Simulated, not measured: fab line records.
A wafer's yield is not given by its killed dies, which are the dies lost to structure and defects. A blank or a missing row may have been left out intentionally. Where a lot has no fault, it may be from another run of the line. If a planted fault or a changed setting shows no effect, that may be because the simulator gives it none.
The tool behind it: which one? ; flow sky130 ; Sampling: 14 lots, 42 wafers, 2 of 708 route steps

## WHAT THE GAUGES SHOWED, per wafer
SKY_NWELL_TW_MEAS_15.
lot;measured;on;NWELL_TW
L329;day 4 06:40;film-metro-02;1821 1810 1821
L330;day 4 14:01;film-metro-02;1814 1818 1824
L331;day 4 19:40;film-metro-04;1801 1792 1793
L332;day 5 03:11;film-metro-04;1804 1791 1804
L333;day 5 11:38;film-metro-02;1801 1804 1808
L343;day 7 22:06;film-metro-04;1789 1782 1797
L344;day 8 02:28;film-metro-02;1801 1811 1806
L345;day 8 07:10;film-metro-04;1792 1782 1789
L346;day 8 18:32;film-metro-02;1817 1805 1822
L348;day 9 04:04;film-metro-01;1782 1769 1787
L349;day 9 12:37;film-metro-01;1782 1763 1791
L350;day 9 18:08;film-metro-04;1793 1787 1793
L351;day 10 00:19;film-metro-04;1779 1782 1788
L352;day 10 07:10;film-metro-02;1815 1808 1810

## TOOL THAT RAN EACH LOT (tool first, then ch and the chambers of the sampled wafers, then the start)
lot;SKY_NWELL_STRIP_14
L329;plasma-asher-04 ch 0,1, day 4 06:34
L330;plasma-asher-01 ch 0,1, day 4 13:55
L331;plasma-asher-01 ch 0,1, day 4 19:34
L332;plasma-asher-04 ch 0,1, day 5 03:05
L333;plasma-asher-04 ch 0,1, day 5 11:32
L343;plasma-asher-04 ch 0,1, day 7 21:59
L344;plasma-asher-04 ch 0,1, day 8 02:22
L345;plasma-asher-04 ch 0,1, day 8 07:04
L346;plasma-asher-04 ch 0,1, day 8 18:27
L348;plasma-asher-04 ch 1, day 9 03:58
L349;plasma-asher-03 ch 0,1, day 9 12:31
L350;plasma-asher-01 ch 0,1, day 9 18:01
L351;plasma-asher-03 ch 0,1, day 10 00:13
L352;plasma-asher-01 ch 0,1, day 10 07:04
- SKY_NWELL_STRIP_14: strips in O2/N2.

## WHAT THE TOOLS THEMSELVES READ (means of the sampled wafers that have a number; where no wafer has one, the mark that the record gives instead)
SKY_NWELL_STRIP_14.
lot;tool;drypump-motor-current-A (A);o2-flow-sccm (sccm);oes-product-au (a.u.);strip-time-to-endpoint-s (s)
L329;plasma-asher-04;6.3;3005;0.720;37.01
L330;plasma-asher-01;5.4;2996;0.724;36.91
L331;plasma-asher-01;5.3;2990;0.725;36.77
L332;plasma-asher-04;5.8;3005;0.725;36.82
L333;plasma-asher-04;5.7;3005;0.719;36.83
L343;plasma-asher-04;5.8;2994;0.728;36.83
L344;plasma-asher-04;6.3;3010;0.721;36.84
L345;plasma-asher-04;6.3;2995;0.723;36.97
L346;plasma-asher-04;5.8;3003;0.724;36.92
L348;plasma-asher-04;5.3;3001;0.722;37.06
L349;plasma-asher-03;5.6;3001;0.729;37.08
L350;plasma-asher-01;5.4;2988;0.720;36.95
L351;plasma-asher-03;5.7;3004;0.720;36.84
L352;plasma-asher-01;5.4;3000;0.723;36.92

## THE ANSWER, worked out from the rows above alone
Rule: what is usual is taken from the lots themselves. The widest of any qualifying gaps counts: lots, ordered by their means at a reading, are off when they make up no more than a third of the lots, leave a main group of 4 or more, and stand apart from it by 3 or more times the standard deviation of that group's means. Not used: any main group whose means are identical at the precision the tables above print for the reading. A lot without any number at a reading at which 4 lots or more have one is off too. Any other lot the step has rows for is counted as sound. Order of review: gauges by route order, followed by the tools' own readings, for which a lot's mean as printed above is used. At the first step where some lot is off, the reading lying furthest off is the one used; lots without a number count as furthest.
Nothing can be told from this: no lot is off at any reading shown.

## WHAT HAD BEEN PUT IN BY THE SIMULATOR
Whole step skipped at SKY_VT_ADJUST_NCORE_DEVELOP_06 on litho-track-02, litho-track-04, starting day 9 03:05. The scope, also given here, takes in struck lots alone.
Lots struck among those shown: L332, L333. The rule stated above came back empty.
